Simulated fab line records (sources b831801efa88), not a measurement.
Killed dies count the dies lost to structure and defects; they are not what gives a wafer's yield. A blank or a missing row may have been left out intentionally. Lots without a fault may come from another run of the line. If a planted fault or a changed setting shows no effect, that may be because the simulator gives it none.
The tool behind it: which one? + flow sky130 + 12 lots, 36 wafers sampled, at 2 steps of a route of 708

== WHAT THE GAUGES READ, wafer by wafer ==
SKY_VIA2_RS_MEAS_22: the measuring method here is four-point-probe.
| lot  | measured     | on            | VIA2_W_RS (ohm/sq) |
|------|--------------|---------------|--------------------|
| L075 | day 37 02:38 | film metro-04 | 0.244 0.245 0.257  |
| L077 | day 37 21:35 | film metro-01 | 0.255 0.246 0.244  |
| L080 | day 38 17:42 | film metro-04 | 0.256 0.258 0.255  |
| L081 | day 38 20:30 | film metro-01 | 0.258 0.261 0.258  |
| L083 | day 39 18:04 | film metro-04 | 0.262 0.262 0.261  |
| L084 | day 40 04:52 | film metro-02 | 0.256 0.254 0.256  |
| L087 | day 40 18:50 | film metro-01 | 0.260 0.259 0.258  |
| L089 | day 41 08:33 | film metro-04 | 0.261 0.260 0.260  |
| L092 | day 42 04:58 | film metro-01 | 0.257 0.262 0.259  |
| L093 | day 42 11:27 | film metro-02 | 0.258 0.260 0.259  |
| L096 | day 43 02:27 | film metro-04 | 0.254 0.245 0.253  |
| L097 | day 43 20:47 | film metro-02 | 0.255 0.253 0.250  |

== WHAT TOOL EACH LOT RAN ON (gives the tool, then ch and the chambers of the sampled wafers, and finally the start) ==
| lot  | SKY_VIA2_ETCH_14                   |
|------|------------------------------------|
| L075 | rie diel-01 ch 2,3, day 37 01:43   |
| L077 | rie diel-04 ch 1,2, day 37 20:39   |
| L080 | rie diel-02 ch 0,2,3, day 38 16:49 |
| L081 | rie diel-02 ch 0,1,2, day 38 19:34 |
| L083 | rie diel-02 ch 2,3, day 39 17:10   |
| L084 | rie diel-02 ch 0,1,3, day 40 03:58 |
| L087 | rie diel-01 ch 2,3, day 40 17:51   |
| L089 | rie diel-01 ch 2,3, day 41 07:40   |
| L092 | rie diel-04 ch 0,2,3, day 42 04:01 |
| L093 | rie diel-01 ch 0,1,3, day 42 10:34 |
| L096 | rie diel-02 ch 0,1,2, day 43 01:31 |
| L097 | rie diel-02 ch 0,3, day 43 19:54   |
- SKY_VIA2_ETCH_14: etches BARC in N2/H2, stops on SiO2, time 45.9 s, target depth 60 nm.

== THE ANSWER, worked out from the rows above alone ==
Rule: the usual values come from the lots themselves. Put in order of their means at a reading, lots are off if they are a third of the lots or fewer, leave a main group of 4 or more, and stand apart from it by a gap of 3 or more times the standard deviation of the main group's means; of several such gaps the widest counts. A main group whose means are all the same, to the digits that the tables above print for the reading, isn't used. A lot without any number at a reading at which 4 lots or more have one is off too. Where the step has rows for the other lots, those lots are counted as sound.
Across all readings shown, no lot is off: no conclusion can be drawn from this.

== WHAT THE SIMULATOR HAD INSERTED ==
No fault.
